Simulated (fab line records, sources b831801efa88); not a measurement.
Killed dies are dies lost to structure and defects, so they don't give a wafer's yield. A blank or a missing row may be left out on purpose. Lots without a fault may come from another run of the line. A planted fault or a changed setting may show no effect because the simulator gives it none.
A struck lot beside a sound one | flow sky130 | 18 steps out of a route of 708
Sound: wafers L806.4, L806.5, L806.6. Struck: wafers L811.4, L811.6. The cause comes at the end.
At each step with rows: each side's tool, then ch and its chambers, then its first start. Under that, the readings that differ: sound wafers | struck wafers | difference of the means | sigmas: that difference in standard deviations of wafers without a fault.
alike: readings whose means differ by less than 2 such deviations, and words and numbers that are the same on both sides. not compared: withheld readings, readings that some wafer has no value for, bounds like >300 that may hide the same value, and numbers for which the record gives no deviation and whose values overlap.
The two part at a step that has a row with sigmas, a row that says differs or no value, or rows on one side only. Numbers that don't overlap but have no deviation are shown without sigmas and don't part them. A reading that every wafer of one side lacks parts them only if that side has two wafers or more.

first, 3 steps without rows for these wafers: SKY_VT_ADJUST_NCORE_EXPOSE_04 (exposes mask LVTN COMPLEMENT THIN, target cd 380 nm); SKY_VT_ADJUST_NCORE_PEB_05; SKY_VT_ADJUST_NCORE_DEVELOP_06 (develop time 60 s).
SKY_VT_ADJUST_NCORE_CD_MEAS_07: target cd 380 nm.
  sound on cd_sem-02, day 11 03:43; struck on cd_sem-02, day 12 16:28
  alike: cd_nm
SKY_VT_ADJUST_NCORE_OVL_MEAS_08:
  sound on overlay-02, day 11 03:47; struck on overlay-02, day 12 16:32
  alike: VT_ADJUST_NCORE_OVL
then, 1 step without rows for these wafers: SKY_VT_ADJUST_NCORE_IMPLANT_09.
SKY_VT_ADJUST_NCORE_STRIP_10: strips in O2/N2.
  sound on plasma_asher-04 ch 0,1, day 11 04:00; struck on plasma_asher-04 ch 0,1, day 12 16:45
  reading                      | sound             | struck      | difference | sigmas
  strip_time_to_endpoint_s (s) | 14.11 14.08 14.08 | 14.20 14.20 | +0.11      | +2
  alike: drypump_motor_current_A, oes_product_au
  not compared: rf_hours_counter_h
SKY_VT_ADJUST_NCORE_TW_MEAS_11:
  sound on film_metro-02, day 11 04:05; struck on film_metro-02, day 12 16:50
  alike: VT_ADJUST_NCORE_TW
then, 4 steps without rows for these wafers: SKY_VT_ADJUST_HVTR_DEHYDRATE_00 (time 60 s); SKY_VT_ADJUST_HVTR_HMDS_01 (prime time 60 s); SKY_VT_ADJUST_HVTR_COAT_02 (resist thk 1140 nm); SKY_VT_ADJUST_HVTR_SOFTBAKE_03 (time 60 s).
SKY_VT_ADJUST_HVTR_EXPOSE_04: exposes mask HVTRM, target cd 380 nm.
  sound on iline_stepper-01 ch 0, day 11 15:42; struck on iline_stepper-01 ch 0, day 13 05:50
  alike: mask
then, 2 steps without rows for these wafers: SKY_VT_ADJUST_HVTR_PEB_05; SKY_VT_ADJUST_HVTR_DEVELOP_06 (develop time 60 s).
SKY_VT_ADJUST_HVTR_CD_MEAS_07: target cd 380 nm.
  sound on cd_sem-01, day 12 03:14; struck on cd_sem-02, day 13 18:31
  reading    | sound             | struck      | difference | sigmas
  cd_nm (nm) | 384.2 382.0 384.7 | 365.3 365.3 | -18.3      | -8
  not compared: hold
SKY_VT_ADJUST_HVTR_OVL_MEAS_08:
  sound on overlay-01, day 12 03:19; struck on overlay-02, day 13 21:05
  reading | sound | struck                                            | difference                   | sigmas
  hold    | - - - | await_dispo/2.5h/release await_dispo/2.5h/release | no value on the sound wafers |
  alike: VT_ADJUST_HVTR_OVL
SKY_PAD_OPEN_PROBE_99:
  the record has rows for the sound wafers here (prober-02, day 48 14:06) and none for the struck ones

WHERE THEY PART
First at SKY_VT_ADJUST_NCORE_STRIP_10; last, within this record, at SKY_PAD_OPEN_PROBE_99.

WHY: what the simulator had put in
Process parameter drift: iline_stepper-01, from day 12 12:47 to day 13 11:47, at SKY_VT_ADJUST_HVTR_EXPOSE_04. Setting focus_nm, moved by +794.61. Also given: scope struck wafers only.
